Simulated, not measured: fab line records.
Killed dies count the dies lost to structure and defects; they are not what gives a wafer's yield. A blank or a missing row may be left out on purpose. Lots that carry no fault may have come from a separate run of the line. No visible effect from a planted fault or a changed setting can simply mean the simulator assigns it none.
Check for tools in common | flow sky130 | Sampled: 12 lots, 36 wafers

== REASON FOR OPENING ==
At SKY_POLY_GATE_THK_MEAS_21 the reading POLY_GATE_OXIDATION_THK is flagged on 3 of 12 lots. Wafers without a fault read 4.01 nm, standard deviation 0.08.
Rule: a lot gets a flag if all its wafers with a number sit over 4 standard deviations from that mean, or if no wafer of it has a number. The rest of the lots are taken to be sound.

lot  | measured     | on            | POLY_GATE_OXIDATION_THK (nm), wafer by wafer | flag
L233 | day 16 13:51 | film-metro-03 | 3.80 3.84 3.95                               |
L234 | day 16 23:25 | film-metro-01 | 3.96 3.98 4.03                               |
L235 | day 18 10:16 | film-metro-02 | 4.04 3.96 4.04                               |
L236 | day 18 10:17 | film-metro-03 | 3.88 3.95 3.89                               |
L237 | day 18 11:17 | film-metro-01 | 4.13 4.14 4.11                               |
L239 | day 18 11:17 | film-metro-03 | 4.04 4.06 4.01                               |
L242 | day 19 17:19 | film-metro-02 | 4.04 3.98 3.95                               |
L248 | day 22 11:50 | film-metro-02 | 6.05 6.07 6.02                               | FLAGGED
L246 | day 22 13:05 | film-metro-01 | 5.99 6.07 6.02                               | FLAGGED
L247 | day 22 13:06 | film-metro-03 | 5.98 5.93 6.04                               | FLAGGED
L253 | day 23 12:47 | film-metro-03 | 3.91 4.07 3.97                               |
L254 | day 24 01:42 | film-metro-03 | 4.07 4.06 4.09                               |
Average over the flagged lots: 6.02 nm; offset from the usual +2.01 nm, equal to +25 standard deviations.

== LOT BY LOT: THE TOOL USED ==
The record keeps 1 process step preceding the reading, out of 708 steps on the route. Every cell lists first the tool, next ch and the chambers used by the sampled wafers, and last the start.
lot  | flag    | SKY_POLY_GATE_OXIDATION_20
L233 |         | furnace-02 ch 0, day 16 12:35
L234 |         | furnace-02 ch 0, day 16 22:09
L235 |         | furnace-01 ch 0, day 18 09:01
L236 |         | furnace-01 ch 0, day 18 09:01
L237 |         | furnace-02 ch 0, day 18 10:02
L239 |         | furnace-02 ch 0, day 18 10:02
L242 |         | furnace-02 ch 0, day 19 16:03
L248 | FLAGGED | furnace-02 ch 0, day 22 10:35
L246 | FLAGGED | furnace-02 ch 0, day 22 11:50
L247 | FLAGGED | furnace-02 ch 0, day 22 11:50
L253 |         | furnace-01 ch 0, day 23 11:32
L254 |         | furnace-01 ch 0, day 24 00:26
What is done by these steps:
- SKY_POLY_GATE_OXIDATION_20: stabilise 600 s, purge 300 s, target thk 4 nm.
- SKY_POLY_GATE_THK_MEAS_21

== FLAGGED AGAINST TOTAL, ONE TOOL AT A TIME (gauges that did the reading follow at the end) ==
step                       | tool          | lots run | flagged | share of the flagged lots | sound lots run after its first flagged lot
SKY_POLY_GATE_OXIDATION_20 | furnace-01    | 4        | 0       | none                      | -
SKY_POLY_GATE_OXIDATION_20 | furnace-02    | 8        | 3       | all                       | 0
SKY_POLY_GATE_THK_MEAS_21  | film-metro-01 | 3        | 1       | some                      | 0
SKY_POLY_GATE_THK_MEAS_21  | film-metro-02 | 3        | 1       | some                      | 0
SKY_POLY_GATE_THK_MEAS_21  | film-metro-03 | 6        | 1       | some                      | 2 (L253,L254)

== THE TABLE: WHAT IT ALLOWS ==
In the table, 1 row covers all flagged lots: furnace-02 at SKY_POLY_GATE_OXIDATION_20.
- furnace-02 at SKY_POLY_GATE_OXIDATION_20 ran 8 lots, 3 of them flagged. A fault beginning between L242 (day 19 16:03), its last sound lot, and L248 (day 22 10:35), its first flagged one, fits the data. Its own readings (spike-tc-bottom-C, spike-tc-centre-C, spike-tc-lower-C, spike-tc-top-C, spike-tc-upper-C, tube-center-temp-C, tube_center_temp_C_max) fall more than 4 standard deviations out on all wafers of the flagged lots.
Just one tool remains: furnace-02 at SKY_POLY_GATE_OXIDATION_20.

== WHAT THE SIMULATOR HAD PUT IN ==
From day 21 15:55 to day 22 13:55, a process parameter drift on furnace-02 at SKY_POLY_GATE_OXIDATION_20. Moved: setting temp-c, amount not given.
Lots struck among those shown: L248, L246, L247. The same result came from the rule above.
